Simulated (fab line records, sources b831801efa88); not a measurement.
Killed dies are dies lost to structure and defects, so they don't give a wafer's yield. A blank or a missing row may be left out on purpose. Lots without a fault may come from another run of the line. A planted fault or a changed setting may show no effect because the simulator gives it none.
Which tool did it? | flow sky130 | 14 lots, 42 wafers sampled, at 4 steps of a route of 708

WHAT THE GAUGES READ, wafer by wafer
SKY_LDD_P_CD_MEAS_07: target cd 380 nm.
lot  | measured     | on        | cd_nm (nm)
L927 | day 18 19:30 | cd_sem-02 | 380.8 385.3 380.0
L928 | day 19 05:03 | cd_sem-02 | 378.1 377.0 378.3
L931 | day 20 15:04 | cd_sem-01 | 378.8 380.5 379.7
L932 | day 20 21:08 | cd_sem-01 | 382.4 382.7 381.3
L933 | day 21 09:34 | cd_sem-01 | 383.0 383.6 384.9
L935 | day 21 21:19 | cd_sem-02 | 379.7 380.9 379.6
L936 | day 22 19:29 | cd_sem-02 | 380.6 380.9 379.7
L937 | day 22 20:59 | cd_sem-02 | 378.5 378.1 379.3
L938 | day 23 11:05 | cd_sem-02 | 378.6 379.6 378.7
L939 | day 23 19:25 | cd_sem-02 | 378.8 379.6 380.9
L940 | day 24 03:29 | cd_sem-01 | 381.6 379.5 381.2
L943 | day 25 01:17 | cd_sem-01 | 382.9 383.0 382.3

SKY_LDD_HVP_OVL_MEAS_07.
lot  | measured     | on         | LDD_HVP_OVL (nm)
L927 | day 21 09:33 | overlay-01 | 1.3 1.9 0.0
L928 | day 21 18:50 | overlay-02 | 0.9 -0.3 2.0
L931 | day 23 04:11 | overlay-02 | -0.7 0.3 -0.1
L932 | day 23 10:05 | overlay-01 | 1.2 2.8 -0.1
L933 | day 23 22:33 | overlay-01 | 0.0 -1.5 1.2
L935 | day 24 09:56 | overlay-02 | 1.1 -1.8 -0.7
L936 | day 25 08:15 | overlay-01 | 2.9 1.5 3.0
L937 | day 25 09:44 | overlay-01 | 1.0 1.4 1.4
L938 | day 25 23:08 | overlay-01 | 1.1 3.2 0.1
L939 | day 26 06:35 | overlay-02 | -1.3 -0.3 1.3
L940 | day 26 15:12 | overlay-01 | 1.0 1.0 1.4
L943 | day 27 11:14 | overlay-01 | 1.7 0.7 1.5

SKY_SD_P_TW_MEAS_11.
lot  | measured     | on            | SD_P_TW
L927 | day 25 06:35 | film_metro-01 | 2849 2856 2868
L928 | day 25 17:54 | film_metro-03 | 2825 2823 2840
L931 | day 27 02:21 | film_metro-01 | 2857 2879 2887
L932 | day 27 06:09 | film_metro-01 | 2875 2884 2876
L933 | day 27 18:04 | film_metro-02 | 2880 2873 2881
L935 | day 28 04:10 | film_metro-02 | 2873 2884 2874
L936 | day 29 05:58 | film_metro-02 | 2872 2882 2873
L937 | day 29 06:15 | film_metro-02 | 2866 2874 2872
L938 | day 29 16:27 | film_metro-03 | 2840 2831 2825
L939 | day 29 23:21 | film_metro-03 | 2848 2838 2841
L940 | day 30 07:25 | film_metro-02 | 2903 2883 2900
L943 | day 31 02:05 | film_metro-02 | 2883 2888 2875

WHICH TOOL RAN EACH LOT (tool, then ch and the chambers of the sampled wafers, then the start)
lot  | SKY_SONOS_ONO_EXPOSE_10
L927 | iline_stepper-01 ch 0, day 12 00:14
L928 | iline_stepper-01 ch 0, day 12 12:07
L931 | iline_stepper-01 ch 0, day 13 12:43
L932 | iline_stepper-02 ch 0, day 13 19:04
L933 | iline_stepper-01 ch 0, day 14 04:14
L935 | iline_stepper-01 ch 0, day 14 17:39
L936 | iline_stepper-02 ch 0, day 15 06:41
L937 | iline_stepper-01 ch 0, day 15 10:57
L938 | iline_stepper-01 ch 0, day 16 04:29
L939 | iline_stepper-02 ch 0, day 16 10:43
L940 | iline_stepper-01 ch 0, day 16 17:01
L943 | iline_stepper-01 ch 0, day 17 17:08
L948 | iline_stepper-02, day 19 15:08
L950 | iline_stepper-01, day 19 17:55
- SKY_SONOS_ONO_EXPOSE_10: exposes mask ONOM, target cd 410 nm.

WHAT THE TOOLS THEMSELVES READ (means of the sampled wafers that have a number; where no wafer has one, the mark that the record gives instead)
SKY_SONOS_ONO_EXPOSE_10.
lot  | tool             | exposure_dose_mJ_cm2 | focus_offset_nm (nm)
L927 | iline_stepper-01 | 149.83               | -0.9
L928 | iline_stepper-01 | 149.85               | -0.1
L931 | iline_stepper-01 | 150.11               | 0.4
L932 | iline_stepper-02 | 149.89               | 0.1
L933 | iline_stepper-01 | 150.08               | -0.3
L935 | iline_stepper-01 | 150.09               | -0.0
L936 | iline_stepper-02 | 150.04               | -0.1
L937 | iline_stepper-01 | 150.01               | 0.7
L938 | iline_stepper-01 | 150.04               | -0.2
L939 | iline_stepper-02 | 149.87               | 0.3
L940 | iline_stepper-01 | 150.19               | -0.2
L943 | iline_stepper-01 | 149.94               | -0.3
L948 | iline_stepper-02 | -                    | -
L950 | iline_stepper-01 | -                    | -

THE ANSWER, worked out from the rows above alone
Rule: what is usual is taken from the lots themselves. Put in order of their means at a reading, lots are off if they are a third of the lots or fewer, leave a main group of 4 or more, and stand apart from it by a gap of 3 or more times the standard deviation of the main group's means; of several such gaps the widest counts. A main group whose means are all the same, to the digits that the tables above print for the reading, isn't used. A lot without any number at a reading at which 4 lots or more have one is off too. The other lots that the step has rows for count as sound. The gauges are gone through in route order, then the tools' own readings, and for those a lot's mean is taken as printed above. The first step at which some lot is off is used, and at that step the reading that is off furthest; a lot without a number counts as furthest.
Off: L948, L950, at SKY_SONOS_ONO_EXPOSE_10 (exposure_dose_mJ_cm2). Without a number there: L948, L950. The main group: mean 150.00, standard deviation 0.11.
A tool fits if, at that step or a process step before it, it ran every lot that is off, and no sound lot after the first of them. None of those tried fits.

WHAT THE SIMULATOR HAD PUT IN
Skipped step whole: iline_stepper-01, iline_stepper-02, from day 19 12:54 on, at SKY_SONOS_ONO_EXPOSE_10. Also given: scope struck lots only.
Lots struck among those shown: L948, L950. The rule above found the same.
